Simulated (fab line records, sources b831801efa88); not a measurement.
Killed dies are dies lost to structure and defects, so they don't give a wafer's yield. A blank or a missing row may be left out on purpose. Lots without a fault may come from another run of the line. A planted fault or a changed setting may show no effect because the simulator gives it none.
fab line records | flow gf180mcu
record lots=5 wafers=23
route steps=602 shown TOP_METAL@578 PASSIVATION@593
start_h: hours from the record's first day to the start of the lot's first wafer shown | wait_h: hours since the lot's step before | " the same as in the row above | L1.1+2: a row that stands for several wafers | - no value, or no start given | * or withheld: withheld | < > ~ a bound
route shown NAME@n: a module of which the file shows steps, and the number in the route of the first | usual: mean/standard deviation of fault-free wafers | same: alike in all rows | chamber/n: place in a boat | sites: the reading at each site | _std_site: their standard deviation | _edge_site: outer sites' mean less inner sites' | radius_mm: how far each site lies from the wafer's centre | mask NAME#n: copy n | behind: the tool/chamber that last shaped the wafer | hold: why the lot was held/for how many hours/how that ended | device: the transistor (n, p or np) that didn't switch | end of line: the same wafers' tests at the end of the route | a step without rows: its recipe alone | killed: dies lost to structure and defects at the first sort, not the wafer's yield | map: a wafer's dies, x killed, . not, _ none there
set.NAME: the setting as run; set.NAME@STEP: as run at that earlier step | model.NAME: the simulator's own value behind a step, which no gauge read
lots whose settings were changed on purpose; a table a step, a row a wafer
## steps
# step GF_TOP_METAL_EXPOSE_11
# recipe mask_id=MetalTop target_cd_nm=440 na=0.6 source_shape=conventional sigma_outer=0.6 dose_mj=170
# columns lot.wafer tool chamber start_h wait_h mask set.dose_mj
L076.1+2 iline_stepper-01 0 - - MetalTop#0 159.3
L076.3+4+6 " 0 " " MetalTop#0 170
L079.2+4+5 iline_stepper-02 0 - - MetalTop#0 170
L080.1+3+6 iline_stepper-02 0 - - MetalTop#0 170
L080.2+5 " 0 " " MetalTop#0 179
L081.1+2+3+4+6 iline_stepper-02 0 - - MetalTop#0 170
L083.1+2 iline_stepper-01 0 - - MetalTop#0 170
L083.4+5+6 " 0 " " MetalTop#0 181.9
# step GF_TOP_METAL_PEB_12
# recipe temp_c=withheld time_s=* resist=NOVOLAK
# step GF_TOP_METAL_DEVELOP_13
# recipe develop_time_s=60 dev_temp_c=23
# step GF_TOP_METAL_METAL_ETCH_16
# recipe chemistry=Cl2/BCl3 mask_material=NOVOLAK target_depth_nm=1077.5 stop_on=SiO2 pressure_mtorr=8 icp_w=800 bias_w=140 Cl2_flow_sccm=80 bcl3_flow_sccm=40 time_s=179.6
# usual oes_product_au=0.968/0.0082
# columns lot.wafer tool chamber start_h wait_h set.power_w@TOP_METAL_SPUTTER_02 oes_product_au
L076.1 rie_metal-02 1 668.94 0.0 11730 1.003
L076.2 " 0 " " 10600 0.971
L076.3 " 1 " " 11730 0.992
L076.4 " 0 " " 10600 0.972
L076.6 " 0 " " 11730 1.000
L079.2 rie_metal-01 1 691.04 0.0 10600 0.961
L079.4 " 0 " " 10600 0.959
L079.5 " 0 " " 10600 0.959
L080.1 rie_metal-03 1 699.04 0.0 10600 0.956
L080.2 " 1 " " 9379 0.901
L080.3 " 1 " " 10600 0.960
L080.5 " 1 " " 9379 0.899
L080.6 " 1 " " 9379 0.901
L081.1 rie_metal-02 0 699.99 0.0 11020 0.997
L081.2 " 1 " " 10600 0.987
L081.3 " 1 " " 11020 0.992
L081.4 " 0 " " 11020 0.996
L081.6 " 0 " " 10600 0.978
L083.1 rie_metal-02 0 720.85 0.0 9871 0.948
L083.2 " 1 " " 9871 0.945
L083.4 " 1 " " 10600 0.960
L083.5 " 1 " " 10600 0.963
L083.6 " 0 " " 9871 0.939
# step GF_PASSIVATION_COAT_06
# recipe spin_rpm=2000 resist_thk_nm=4000
# columns lot.wafer tool chamber start_h wait_h set.spin_rpm model.coat_of_PASSIVATION_COAT_06.thk_nm
L076.1 litho_track-02 0 678.89 0.1 1910 4089
L076.2 " 0 " " 2000 3987
L076.3 " 0 " " 2000 3994
L076.4 " 0 " " 1910 4084
L076.6 " 0 " " 1910 4105
L079.2 litho_track-04 0 700.84 0.1 2000 4008
L079.4 " 0 " " 2000 4014
L079.5 " 0 " " 2000 4005
L080.1 litho_track-02 0 709.39 0.1 2117 3887
L080.2 " 0 " " 2117 3879
L080.3 " 0 " " 2117 3874
L080.5 " 0 " " 2000 4001
L080.6 " 0 " " 2000 3996
L081.1 litho_track-04 0 709.61 0.1 2000 4014
L081.2 " 0 " " 2084 3935
L081.3 " 0 " " 2000 4003
L081.4+6 " 0 " " 2084 3917
L083.1 litho_track-04 0 730.41 0.1 2096 3936
L083.2 " 0 " " 2096 3941
L083.4 " 0 " " 2096 3934
L083.5 " 0 " " 2000 4028
L083.6 " 0 " " 2000 4025
# step GF_PASSIVATION_DEVELOP_10
# recipe develop_time_s=60 dev_temp_c=23
# columns lot.wafer tool chamber start_h wait_h set.develop_time_s
L076.1+2+6 litho_track-02 0 - - 60
L076.3+4 " 0 " " 63.11
L079.2+4+5 litho_track-03 0 - - 60
L080.1+3+5 litho_track-02 0 - - 60
L080.2+6 " 0 " " 63.32
L081.1+2+3+4+6 litho_track-03 0 - - 60
L083.1+5+6 litho_track-03 0 - - 53.13
L083.2+4 " 0 " " 60
# step GF_PASSIVATION_ETCH_11
# recipe chemistry=CF4/O2 target_depth_nm=1800 stop_on=TiN source_w=800 bias_w=150 pressure_mtorr=150 cf4_flow_sccm=80 O2_flow_sccm=10 time_s=400
# columns lot.wafer tool chamber start_h wait_h set.spin_rpm@PASSIVATION_COAT_06 model.coat_of_PASSIVATION_COAT_06.thk_nm
L076.1 rie_diel-01 3 688.34 - 1910 2905
L076.2 " 2 " " 2000 2782
L076.3 " 1 " " 2000 2812
L076.4 " 0 " " 1910 2919
L076.6 " 3 " " 1910 2934
L079.2 rie_diel-01 3 710.30 - 2000 2812
L079.4 " 1 " " 2000 2823
L079.5 " 2 " " 2000 2790
L080.1 rie_diel-01 3 718.23 - 2117 2702
L080.2 " 0 " " 2117 2705
L080.3 " 1 " " 2117 2698
L080.5 " 0 " " 2000 2837
L080.6 " 3 " " 2000 2816
L081.1 rie_diel-04 3 718.90 - 2000 2819
L081.2 " 0 " " 2084 2734
L081.3 " 2 " " 2000 2803
L081.4 " 1 " " 2084 2717
L081.6 " 3 " " 2084 2703
L083.1 rie_diel-03 0 739.65 - 2096 2741
L083.2 " 3 " " 2096 2739
L083.4 " 2 " " 2096 2763
L083.5 " 3 " " 2000 2820
L083.6 " 0 " " 2000 2822
# step GF_PASSIVATION_STRIP_12
# recipe chemistry=O2/N2 power_w=1345 pressure_mtorr=1500 platen_temp_c=250 o2_flow_sccm=3000 n2_flow_sccm=300 overash_fraction=0.5
# usual strip_time_to_endpoint_s=36.12/0.26
# columns lot.wafer tool chamber start_h wait_h set.spin_rpm@PASSIVATION_COAT_06 strip_time_to_endpoint_s
L076.1 plasma_asher-03 1 688.57 0.1 1910 37.18
L076.2 " 0 " " 2000 35.74
L076.3 " 1 " " 2000 36.07
L076.4 " 0 " " 1910 37.35
L076.6 " 0 " " 1910 37.53
L079.2 plasma_asher-01 0 710.54 0.1 2000 36.09
L079.4 " 1 " " 2000 36.21
L079.5 " 0 " " 2000 35.79
L080.1 plasma_asher-01 0 718.47 0.1 2117 34.78
L080.2 " 1 " " 2117 34.80
L080.3 " 1 " " 2117 34.72
L080.5 " 0 " " 2000 36.41
L080.6 " 1 " " 2000 36.14
L081.1 plasma_asher-01 1 719.14 0.1 2000 36.19
L081.2 " 0 " " 2084 35.15
L081.3 " 0 " " 2000 35.98
L081.4 " 1 " " 2084 34.95
L081.6 " 0 " " 2084 34.77
L083.1 plasma_asher-01 1 739.89 0.1 2096 35.25
L083.2 " 0 " " 2096 35.24
L083.4 " 1 " " 2096 35.50
L083.5 " 1 " " 2000 36.19
L083.6 " 0 " " 2000 36.20
## key
split step=GF_TOP_METAL_EXPOSE_11 setting=dose_mj stated=170 by=wafer
response none clear
split step=GF_PASSIVATION_COAT_06 setting=spin_rpm stated=2000 by=wafer
response step=GF_PASSIVATION_COAT_06 reading=model.coat_of_PASSIVATION_COAT_06.thk_nm change=-20.4 per=1% r=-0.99
response step=GF_PASSIVATION_ETCH_11 reading=model.coat_of_PASSIVATION_COAT_06.thk_nm change=-21.3 per=1% r=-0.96
response step=GF_PASSIVATION_STRIP_12 reading=strip_time_to_endpoint_s change=* per=1% r=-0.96
split step=GF_PASSIVATION_DEVELOP_10 setting=develop_time_s stated=60 by=wafer
response none clear
split outside_this_file step=GF_TOP_METAL_SPUTTER_02 setting=power_w
# split outside_this_file: this setting was split too, and the file shows its column; the key of that split is in another file
